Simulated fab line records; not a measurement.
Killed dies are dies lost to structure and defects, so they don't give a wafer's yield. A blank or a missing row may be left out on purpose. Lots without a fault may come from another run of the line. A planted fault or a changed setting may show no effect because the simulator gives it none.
Split-lot experiment    flow sfq_line    5 lots, 23 wafers read, on a route of 325 steps

== SPLIT DETAILS ==
At SFQ_TRILAYER_I7_VIA_BARC_OPEN_VIA_ETCH_260 (etches BARC in O2, target depth 125 nm, time 41.7 s), the setting time_s was moved away from the recipe's 41.7 s on 7 of the 23 wafers read, by -14.2% to +12.8%. This setting was run at the recipe's value on the other wafers.

There is no step in the file separating the split from the reading.

== THE READING ==
KrF_of_TRILAYER_I7_VIA_LITHO_COAT_187.thk_nm (the simulator's own value, which no gauge read), in nm, at SFQ_TRILAYER_I7_VIA_ETCH_VIA_ETCH_190 (etches SiO2 in CHF3, stops on Nb, target depth 260 nm). The file does not state a usual value for it. Average 526.3 nm, standard deviation 2.4 nm, over the 16 wafers here run with the recipe.

wafer   tool, chamber at the split  time_s as run, s  against the recipe  KrF_of_TRILAYER_I7_VIA_LITHO_COAT_187.thk_nm, nm  against lot-mates on the recipe
L075.1  rie_diel-03, 1              41.7              recipe              528.6                                             -
L075.2  rie_diel-03, 0              41.7              recipe              528.5                                             -
L075.3  rie_diel-03, 2              41.7              recipe              530.4                                             -
L075.4  rie_diel-03, 3              41.7              recipe              529.6                                             -
L075.5  rie_diel-03, 3              41.7              recipe              527.1                                             -
L076.1  rie_diel-02, 0              47.04             +12.8%              522.5                                             -4.8
L076.2  rie_diel-02, 3              41.7              recipe              528                                               -
L076.3  rie_diel-02, 1              41.7              recipe              527.3                                             -
L076.4  rie_diel-02, 2              47.04             +12.8%              518.2                                             -9.1
L076.5  rie_diel-02, 3              41.7              recipe              526.7                                             -
L079.1  rie_diel-02, 2              41.7              recipe              522.1                                             -
L079.3  rie_diel-02, 3              41.7              recipe              525.9                                             -
L079.4  rie_diel-02, 1              35.79             -14.2%              535.8                                             +11.0
L079.5  rie_diel-02, 1              41.7              recipe              526.4                                             -
L079.6  rie_diel-02, 0              35.79             -14.2%              533.6                                             +8.8
L082.1  rie_diel-01, 0              41.7              recipe              523.4                                             -
L082.2  rie_diel-01, 2              41.7              recipe              523.7                                             -
L082.4  rie_diel-01, 1              41.7              recipe              522.9                                             -
L085.1  rie_diel-03, 2              38.95             -6.6%               531                                               +5.9
L085.2  rie_diel-03, 1              41.7              recipe              523.7                                             -
L085.3  rie_diel-03, 3              38.95             -6.6%               526                                               +0.9
L085.4  rie_diel-03, 0              41.7              recipe              526.5                                             -
L085.6  rie_diel-03, 3              38.95             -6.6%               528.1                                             +3.0

THE FIT
A straight line over all 23 wafers: KrF_of_TRILAYER_I7_VIA_LITHO_COAT_187.thk_nm changes by -0.502 nm for each +1% of time_s; r = -0.79; the points scatter about the line by 2.5 nm.
The same after taking each lot's own level away (the mean of its wafers on the recipe; 23 wafers): -0.607 nm for each +1%; r = -0.92; scatter 1.6 nm.
The reading moves by 8.6 nm for the largest change in time_s, on that fit.
From 523.33 to 528.84 nm: that is the span of the lots' own levels, equal to 2.3 times the standard deviation above.
So the lot-to-lot level blurs the effect unless lot-mates are compared.
Check: for one of the wafers moved furthest among these (-14.2%), held out of the fit, the line's prediction against its lot-mates is +7.91 nm. It came out at +11 nm against them.

== OTHER SPLITS ON THESE WAFERS ==
Note: prior to the reading, these wafers also went through further splits. Each is held against what the fit with the lots' levels taken away leaves over:
other split on the same wafers                    wafers away from the commonest value  r with KrF_of_TRILAYER_I7_VIA_LITHO_COAT_187.thk_nm (lot level and that fit taken away)
SFQ_TRILAYER_M7_DEP_SPUTTER_175 time_s            9                                     +0.31
SFQ_TRILAYER_M7_BARC_OPEN_METAL_ETCH_229 bias_w   8                                     +0.40
SFQ_TRILAYER_I7_VIA_LITHO_COAT_192 resist_thk_nm  8                                     +0.46

== THE WHOLE CHAIN: every reading that the file lists as answering this split, in the file's order ==
step                                        what it does                                           reading                                                                                        change (the file's fit)                r (the file's)
SFQ_TRILAYER_I7_VIA_BARC_OPEN_VIA_ETCH_260  etches BARC in O2, target depth 125 nm, time 41.7 s    KrF_of_TRILAYER_I7_VIA_LITHO_COAT_187.thk_nm (the simulator's own value, which no gauge read)  -0.593 nm for each +1% of the setting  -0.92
SFQ_TRILAYER_I7_VIA_ETCH_VIA_ETCH_190       etches SiO2 in CHF3, stops on Nb, target depth 260 nm  KrF_of_TRILAYER_I7_VIA_LITHO_COAT_187.thk_nm (the simulator's own value, which no gauge read)  -0.616 nm for each +1% of the setting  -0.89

== FILE'S OWN FIT ==
KrF_of_TRILAYER_I7_VIA_LITHO_COAT_187.thk_nm changes by -0.616 nm for each +1% of time_s, r = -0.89.
